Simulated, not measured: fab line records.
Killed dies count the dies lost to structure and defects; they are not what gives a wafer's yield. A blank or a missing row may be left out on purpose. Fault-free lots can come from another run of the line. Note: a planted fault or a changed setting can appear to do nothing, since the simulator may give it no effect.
fab line records	flow sky130
record lots=6	wafers=18	last_day=49
route steps=708 shown LDD_LDN@295 SPACER@304 POLY_CUT@307 PAD_OPEN@708
lots that met no fault: taken from a fault-free run of the same line
start_h: the number of hours between the record's first day and the start of the first shown wafer of the lot	wait_h: how many hours have passed since the lot's step before this one	" unchanged from the row above	L1.1+2: a row that stands for several wafers	- value missing, or start not given	* or withheld: withheld	< > ~ a bound
route shown NAME@n: NAME is a module with steps in the file, n the number in the route of the first one	usual: average and standard deviation across the fault-free wafers	same: alike in all rows	chamber/n: place in a boat	sites: per-site readings	_std_site: standard deviation across them	_edge_site: mean of outer sites minus mean of inner sites	radius_mm: for every site, how far away it sits from the centre of the wafer	mask NAME#n: copy n	behind: the tool/chamber that last shaped the wafer	hold: what put the lot on hold/how long, in hours/how the hold closed	device: transistor that didn't switch, given as n, p or np	end of line: tests of these same wafers at the route's end	a step with no rows: only its recipe	killed: at the first sort, the dies lost to defects and structure; wafer yield is something else	map: per-die view of a wafer (x killed, . not killed, _ where there is no die)
set.NAME: the run value of the setting; set.NAME@STEP: its run value at that earlier step	model.NAME: the simulator's own value behind a step, which no gauge read
a table for each step, a row for each wafer; lots at some steps of the route
services: when a tool's chamber went out of use (start_h, in hours from the record's first day, below 0 if earlier), for how many hours, and the reason
## steps
# step SKY_LDD_LDN_DEVELOP_06
# recipe resist=NOVOLAK	developer=TMAH	develop_time_s=60	dev_temp_c=23
# step SKY_LDD_LDN_OVL_MEAS_07
# usual LDD_LDN_OVL=-0.2/1.5
lot.wafer	tool	chamber	start_h	wait_h	LDD_LDN_OVL[nm]
L793.1	overlay-02	-	518.45	0.1	-1.5
L793.2	"	-	"	"	-1.6
L793.6	"	-	"	"	-1.2
L796.1	overlay-01	-	558.76	0.1	0.5
L796.2	"	-	"	"	1.1
L796.4	"	-	"	"	1.0
L805.3	overlay-02	-	632.57	0.1	2.5
L805.4	"	-	"	"	1.0
L805.6	"	-	"	"	-0.8
L806.1	overlay-02	-	639.41	0.1	-2.5
L806.4	"	-	"	"	-1.7
L806.6	"	-	"	"	-0.9
L807.3	overlay-01	-	646.12	0.1	-0.8
L807.5	"	-	"	"	-2.0
L807.6	"	-	"	"	-2.5
L813.2	overlay-02	-	690.12	0.1	-0.3
L813.5	"	-	"	"	-3.4
L813.6	"	-	"	"	-1.0
# step SKY_LDD_LDN_IMPLANT_08
# recipe species=As	energy_kev=15	dose_cm2=1.25e+13	tilt_deg=withheld	rotation_deg=23
# step SKY_LDD_LDN_IMPLANT_09
# recipe species=As	energy_kev=15	dose_cm2=1.25e+13	tilt_deg=withheld	rotation_deg=113
# step SKY_LDD_LDN_IMPLANT_10
# recipe species=As	energy_kev=15	dose_cm2=1.25e+13	tilt_deg=withheld	rotation_deg=203
# step SKY_LDD_LDN_IMPLANT_11
# recipe species=As	energy_kev=15	dose_cm2=1.25e+13	tilt_deg=withheld	rotation_deg=293
# step SKY_LDD_LDN_STRIP_12
# recipe chemistry=O2/N2	power_w=1400	pressure_mtorr=1500	platen_temp_c=withheld	o2_flow_sccm=3000	n2_flow_sccm=300	overash_fraction=0.5
# usual drypump_motor_current_A=5.7/0.61	oes_product_au=0.715/0.0045	strip_time_to_endpoint_s=14.24/0.032
lot.wafer	tool	chamber	start_h	wait_h	drypump_motor_current_A	oes_product_au	rf_hours_counter_h	strip_time_to_endpoint_s
L793.1	plasma_asher-01	1	519.09	0.1	5.0	0.715	72	14.24
L793.2	"	0	"	"	5.4	0.714	72	14.22
L793.6	"	1	"	"	5.0	0.707	-	14.26
L796.1	plasma_asher-04	1	559.40	0.1	6.1	0.716	42	14.28
L796.2	"	0	"	"	6.7	0.712	42	14.28
L796.4	"	0	"	"	6.7	0.712	-	14.29
L805.3	plasma_asher-04	1	633.22	0.1	6.1	0.710	-	14.16
L805.4	"	0	"	"	6.7	0.711	-	14.20
L805.6	"	0	"	"	6.7	0.713	-	14.19
L806.1	plasma_asher-03	1	640.05	0.1	5.5	0.715	21	14.27
L806.4	"	1	"	"	5.5	0.722	-	14.24
L806.6	"	0	"	"	5.1	0.718	-	14.25
L807.3	plasma_asher-04	0	646.77	0.1	6.7	0.713	-	14.27
L807.5	"	0	"	"	6.7	0.721	-	14.24
L807.6	"	1	"	"	6.1	0.717	-	14.24
L813.2	plasma_asher-04	1	690.75	0.1	6.1	0.718	55	14.26
L813.5	"	1	"	"	6.1	0.717	-	14.22
L813.6	"	0	"	"	6.7	0.720	-	14.28
# step SKY_LDD_LDN_TW_MEAS_13
# usual LDD_LDN_TW=1464/12
lot.wafer	tool	chamber	start_h	wait_h	LDD_LDN_TW
L793.1	film_metro-01	-	519.19	0.1	1475
L793.2	"	-	"	"	1475
L793.6	"	-	"	"	1478
L796.1	film_metro-04	-	559.50	0.1	1457
L796.2	"	-	"	"	1461
L796.4	"	-	"	"	1455
L805.3	film_metro-04	-	633.31	0.1	1461
L805.4	"	-	"	"	1477
L805.6	"	-	"	"	1465
L806.1	film_metro-01	-	640.15	0.1	1477
L806.4	"	-	"	"	1478
L806.6	"	-	"	"	1475
L807.3	film_metro-01	-	646.86	0.1	1495
L807.5	"	-	"	"	1479
L807.6	"	-	"	"	1475
L813.2	film_metro-03	-	690.86	0.1	1462
L813.5	"	-	"	"	1460
L813.6	"	-	"	"	1464
# step SKY_LDD_LDN_CLEAN_14
# recipe chemistry=SC1/SC2	mix=1:4:20	temp_c=70	time_s=150	dry=n2_spin
# step SKY_SPACER_CVD_00
# recipe material=Si3N4	precursor=DCS/NH3	target_thk_nm=43.1	temp_c=770	time_s=740	pressure_mtorr=250
# step SKY_SPACER_THK_MEAS_01
# recipe reads=Si3N4_of_SPACER_CVD_00
# usual SPACER_CVD_00_THK=43.1/0.4
lot.wafer	tool	chamber	start_h	wait_h	SPACER_CVD_00_THK[nm]
L793.1	film_metro-03	-	520.51	0.0	42.5
L793.2	"	-	"	"	42.9
L793.6	"	-	"	"	42.5
L796.1	film_metro-03	-	561.42	0.0	42.7
L796.2	"	-	"	"	42.7
L796.4	"	-	"	"	42.7
L805.3	film_metro-04	-	634.63	0.0	43.3
L805.4	"	-	"	"	43.7
L805.6	"	-	"	"	43.5
L806.1	film_metro-02	-	641.47	0.0	43.6
L806.4	"	-	"	"	43.5
L806.6	"	-	"	"	43.4
L807.3	film_metro-04	-	649.84	0.0	43.0
L807.5	"	-	"	"	43.0
L807.6	"	-	"	"	43.1
L813.2	film_metro-04	-	692.18	0.0	42.6
L813.5	"	-	"	"	42.6
L813.6	"	-	"	"	42.6
# step SKY_SPACER_ETCHBACK_02
# recipe chemistry=CH3F/O2	target=Si3N4	stop_on=SiO2	source_w=400	bias_w=80	pressure_mtorr=25	ch3f_flow_sccm=40	O2_flow_sccm=30	time_s=46.7	target_depth_a=450
# usual drypump_motor_current_A=5.9/0.46	oes_product_au=0.855/0.0064	throttle_valve_pct=10.563/0.0092
lot.wafer	tool	chamber	start_h	wait_h	drypump_motor_current_A	oes_product_au	rf_hours_counter_h	throttle_valve_pct
L793.1	rie_diel-04	0	520.57	0.1	6.4	0.849	12	10.556
L793.2	"	3	"	"	6.2	0.855	82	10.573
L793.6	"	1	"	"	5.6	0.846	-	10.549
L796.1	rie_diel-04	1	561.48	0.1	5.6	0.857	3	10.569
L796.2	"	0	"	"	6.4	0.847	13	10.566
L796.4	"	0	"	"	6.3	0.846	-	10.555
L805.3	rie_diel-02	3	634.67	0.0	6.0	0.851	34	10.557
L805.4	"	1	"	"	6.3	0.860	-	10.569
L805.6	"	2	"	"	5.9	0.861	-	10.564
L806.1	rie_diel-03	3	641.53	0.1	5.5	0.858	1	10.561
L806.4	"	2	"	"	5.4	0.863	-	10.554
L806.6	"	0	"	"	6.0	0.859	-	10.560
L807.3	rie_diel-03	3	649.88	0.0	5.5	0.854	2	10.562
L807.5	"	2	"	"	5.4	0.854	-	10.557
L807.6	"	3	"	"	5.5	0.864	-	10.559
L813.2	rie_diel-03	0	692.23	0.0	6.0	0.842	6	10.572
L813.5	"	3	"	"	5.5	0.849	-	10.566
L813.6	"	0	"	"	6.0	0.854	-	10.557
# step SKY_POLY_CUT_DEHYDRATE_00
# recipe temp_c=200	time_s=60
# usual exhaust_pa=45.0/0.84	heater_power_total_W=160.38/0.12	plate_temp_C=199.98/0.15
lot.wafer	tool	chamber	start_h	wait_h	exhaust_pa	heater_power_total_W	plate_temp_C
L793.1	litho_track-02	0	535.82	15.2	45.7	160.41	200.21
L793.2	"	0	"	"	44.3	160.35	200.15
L793.6	"	0	"	"	45.8	160.28	200.04
L796.1	litho_track-03	0	575.46	14.0	44.7	160.47	200.00
L796.2	"	0	"	"	45.2	160.34	200.01
L796.4	"	0	"	"	46.4	160.24	199.98
L805.3	litho_track-03	0	648.31	13.6	45.8	154.63	194.27
L805.4	"	0	"	"	44.8	154.97	194.60
L805.6	"	0	"	"	45.4	154.73	194.45
L806.1	litho_track-03	0	654.81	13.3	46.9	154.67	194.32
L806.4	"	0	"	"	46.6	154.95	194.31
L806.6	"	0	"	"	46.3	154.69	194.15
L807.3	litho_track-04	0	663.98	14.1	44.8	160.22	200.03
L807.5	"	0	"	"	46.1	160.55	200.02
L807.6	"	0	"	"	44.9	160.38	200.08
L813.2	litho_track-02	0	705.49	13.2	45.0	160.17	200.05
L813.5	"	0	"	"	46.2	160.38	199.92
L813.6	"	0	"	"	45.1	160.21	199.88
# step SKY_POLY_CUT_HMDS_01
# recipe prime_time_s=60	prime_temp_c=120
# step SKY_PAD_OPEN_PROBE_99
# usual killed_at_M0_to_M3=44/7.9	killed_at_M4_up=3.1/2	killed_at_contacts=23/4.9	killed_at_front_end=15/3.9	killed_at_other=0.2/0.49	killed_dies=86/10	killed_open=47/7.1	killed_short=39/7.1
# same gross_dies=492	killed_at_back_side=0
lot.wafer	tool	chamber	start_h	wait_h	killed_at_M0_to_M3	killed_at_M4_up	killed_at_contacts	killed_at_front_end	killed_at_other	killed_dies	killed_open	killed_short
L793.1	prober-02	-	1071.58	0.1	56	6	19	16	0	97	55	42
L793.2	prober-02	-	1071.63	0.1	45	4	22	18	0	89	51	38
L793.6	prober-02	-	1071.83	0.2	37	1	19	23	0	80	52	28
L796.1	prober-01	-	1098.84	0.1	40	3	30	16	1	90	48	42
L796.2	prober-01	-	1098.89	0.1	40	1	28	6	0	75	45	30
L796.4	prober-01	-	1098.99	0.2	43	2	22	16	0	83	43	40
L805.3	prober-02	-	1144.99	0.2	47	4	27	13	0	91	52	39
L805.4	prober-02	-	1145.04	0.2	35	2	27	17	0	81	37	44
L805.6	prober-02	-	1145.14	0.2	49	7	21	10	0	87	54	33
L806.1	prober-01	-	1149.81	0.1	57	4	34	17	1	113	58	54
L806.4	prober-01	-	1149.96	0.2	42	5	20	20	0	87	55	32
L806.6	prober-01	-	1150.06	0.2	47	1	29	17	0	94	55	39
L807.3	prober-02	-	1157.98	0.2	40	2	16	19	0	77	34	42
L807.5	prober-02	-	1158.08	0.2	51	3	23	23	0	100	59	41
L807.6	prober-02	-	1158.13	0.2	38	2	28	18	0	86	46	40
L813.2	prober-02	-	1184.34	0.1	46	5	22	16	1	90	46	44
L813.5	prober-02	-	1184.49	0.2	35	6	22	16	0	79	42	37
L813.6	prober-02	-	1184.54	0.2	43	2	27	7	0	79	44	35
# killed by level:class
L793.1 VIA1:geometric_particle:open=15 VIA3:geometric_particle:open=9 VIA2:geometric_particle:open=6 METAL2:geometric_particle:short=6 CONTACT:geometric_particle:short=5 FIELD_ISO:geometric_particle:short=4 LOCAL_INTERCONNECT:geometric_particle:short=4 METAL1:geometric_particle:short=4
L793.2 VIA2:geometric_particle:open=10 VIA1:geometric_particle:open=10 CONTACT:geometric_particle:open=6 VIA3:geometric_particle:open=6 FIELD_ISO:geometric_particle:short=5 POLY_GATE:geometric_particle:short=4 LI_CONTACT:geometric_particle:open=4 LOCAL_INTERCONNECT:geometric_particle:short=4
L793.6 FIELD_ISO:geometric_particle:open=13 CONTACT:geometric_particle:open=8 VIA1:geometric_particle:open=8 VIA3:geometric_particle:open=7 METAL1:geometric_particle:short=6 VIA2:geometric_particle:open=6 FIELD_ISO:geometric_particle:short=4 LI_CONTACT:geometric_particle:open=4
L796.1 LI_CONTACT:geometric_particle:open=12 VIA1:geometric_particle:open=10 LOCAL_INTERCONNECT:geometric_particle:short=7 CONTACT:geometric_particle:short=6 VIA2:geometric_particle:open=6 POLY_GATE:geometric_particle:short=5 METAL1:geometric_particle:short=5 VIA1:geometric_particle:short=5
L796.2 VIA3:geometric_particle:open=10 LOCAL_INTERCONNECT:geometric_particle:short=8 CONTACT:geometric_particle:open=7 CONTACT:geometric_particle:short=7 VIA1:geometric_particle:open=6 VIA2:geometric_particle:open=6 LI_CONTACT:geometric_particle:open=4 METAL1:geometric_particle:open=4
L796.4 CONTACT:geometric_particle:open=11 VIA1:geometric_particle:open=7 VIA3:geometric_particle:open=6 METAL1:geometric_particle:short=6 VIA2:geometric_particle:open=6 POLY_GATE:geometric_particle:short=4 METAL2:geometric_particle:short=4 METAL3:geometric_particle:short=4
L805.3 CONTACT:geometric_particle:open=11 VIA2:geometric_particle:open=8 VIA1:geometric_particle:open=8 LI_CONTACT:geometric_particle:open=7 VIA3:geometric_particle:open=6 LOCAL_INTERCONNECT:geometric_particle:short=5 METAL1:geometric_particle:short=5 METAL2:geometric_particle:short=5
L805.4 METAL2:geometric_particle:short=9 CONTACT:geometric_particle:open=7 POLY_GATE:geometric_particle:open=6 LI_CONTACT:geometric_particle:open=6 VIA1:geometric_particle:open=6 CONTACT:geometric_particle:short=5 METAL1:geometric_particle:short=5 FIELD_ISO:geometric_particle:open=4
L805.6 VIA1:geometric_particle:open=12 CONTACT:geometric_particle:open=9 LI_CONTACT:geometric_particle:open=7 VIA2:geometric_particle:open=7 VIA3:geometric_particle:open=7 METAL4:geometric_particle:short=6 CONTACT:geometric_particle:short=4 METAL2:geometric_particle:short=4
L806.1 VIA1:geometric_particle:open=13 VIA2:geometric_particle:open=10 LI_CONTACT:geometric_particle:open=9 CONTACT:geometric_particle:open=9 LOCAL_INTERCONNECT:geometric_particle:short=6 LI_CONTACT:geometric_particle:short=6 VIA2:geometric_particle:short=6 METAL2:geometric_particle:short=6
L806.4 VIA1:geometric_particle:open=15 CONTACT:geometric_particle:open=7 LI_CONTACT:geometric_particle:open=6 CONTACT:geometric_particle:short=6 VIA2:geometric_particle:open=6 FIELD_ISO:geometric_particle:short=5 POLY_GATE:geometric_particle:short=4 METAL2:geometric_particle:short=4
L806.6 VIA1:geometric_particle:open=16 CONTACT:geometric_particle:open=15 FIELD_ISO:geometric_particle:short=7 LI_CONTACT:geometric_particle:open=7 VIA1:geometric_particle:short=6 VIA2:geometric_particle:open=5 METAL1:geometric_particle:short=5 VIA3:geometric_particle:open=5
L807.3 VIA1:geometric_particle:open=10 POLY_GATE:geometric_particle:short=6 CONTACT:geometric_particle:open=6 FIELD_ISO:geometric_particle:short=5 METAL1:geometric_particle:short=5 LOCAL_INTERCONNECT:geometric_particle:short=5 VIA3:geometric_particle:short=5 VIA2:geometric_particle:open=4
L807.5 VIA1:geometric_particle:open=23 CONTACT:geometric_particle:open=8 VIA2:geometric_particle:open=8 POLY_GATE:geometric_particle:short=6 METAL2:geometric_particle:short=5 POLY_GATE:geometric_particle:open=4 LI_CONTACT:geometric_particle:short=4 LI_CONTACT:geometric_particle:open=4
L807.6 VIA1:geometric_particle:open=11 CONTACT:geometric_particle:open=9 LOCAL_INTERCONNECT:geometric_particle:short=7 VIA2:geometric_particle:open=6 VIA3:geometric_particle:open=5 SPACER:geometric_particle:short=5 METAL1:geometric_particle:short=5 LI_CONTACT:geometric_particle:open=4
L813.2 CONTACT:geometric_particle:open=12 VIA1:geometric_particle:open=8 VIA1:geometric_particle:short=6 VIA2:geometric_particle:open=6 VIA3:geometric_particle:open=6 FIELD_ISO:geometric_particle:open=5 POLY_GATE:geometric_particle:short=5 METAL1:geometric_particle:short=5
L813.5 LI_CONTACT:geometric_particle:open=10 VIA2:geometric_particle:open=7 FIELD_ISO:geometric_particle:short=6 VIA1:geometric_particle:open=6 VIA2:geometric_particle:short=6 POLY_GATE:geometric_particle:short=5 METAL4:geometric_particle:short=5 CONTACT:geometric_particle:open=4
L813.6 LI_CONTACT:geometric_particle:open=8 CONTACT:geometric_particle:open=8 VIA3:geometric_particle:open=8 LOCAL_INTERCONNECT:geometric_particle:short=7 METAL2:geometric_particle:short=7 VIA2:geometric_particle:open=7 METAL1:geometric_particle:short=6 VIA1:geometric_particle:open=4
## services
tool	chamber	start_h	hours	kind
rie_diel-04	1	497.68	3.0	repair
rie_diel-03	3	541.26	-	clean
rie_diel-03	3	541.26	17.2	scheduled_down
rie_diel-03	3	541.26	17.2	vent_cycle
rie_diel-04	3	544.82	-	clean
rie_diel-04	3	544.82	25.9	scheduled_down
rie_diel-04	3	544.82	25.9	vent_cycle
rie_diel-02	-	554.31	14.6	pm
rie_diel-04	2	558.03	8.6	repair
rie_diel-03	-	577.24	0.5	repair
rie_diel-04	0	590.64	9.7	repair
rie_diel-04	0	602.89	12.2	repair
rie_diel-04	2	608.61	6.3	repair
rie_diel-03	1	614.17	24.2	repair
plasma_asher-01	-	617.43	1.3	repair
rie_diel-04	0	619.41	12.0	repair
rie_diel-02	0	621.37	-	clean
rie_diel-02	0	621.37	21.6	scheduled_down
rie_diel-04	1	627.86	6.0	repair
rie_diel-03	1	639.47	10.1	repair
rie_diel-04	-	657.34	0.6	repair
plasma_asher-03	-	673.77	28.1	pm
rie_diel-02	-	677.11	2.4	repair
rie_diel-04	-	687.04	2.8	pm
## key
first_sign step=SKY_POLY_CUT_DEHYDRATE_00	reading=heater_power_total_W	direction=down	sigmas=47	usual=*	struck=*
effect step=SKY_POLY_CUT_DEHYDRATE_00	reading=plate_temp_C	direction=down	sigmas=37	usual=*	struck=*
met_at SKY_POLY_CUT_DEHYDRATE_00
struck_wafers L805.3,L805.4,L805.6,L806.1,L806.4,L806.6
tester_left_out L805,L806
onset_between 575.46 648.31
fault kind=process_parameter_drift	tool=litho_track-03	chamber=-	onset_h=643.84	steps=SKY_POLY_CUT_DEHYDRATE_00	channel=temp_c	offset=*	shape=step	end_h=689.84	acts_in=*	stated=*
# tester_left_out: of these lots the tester's yield and bins aren't shown, on N5 and GAA mostly nor the transistor test; their killed dies are dies lost to structure and defects alone, not to doping, threshold or leakage, so they don't give the yield
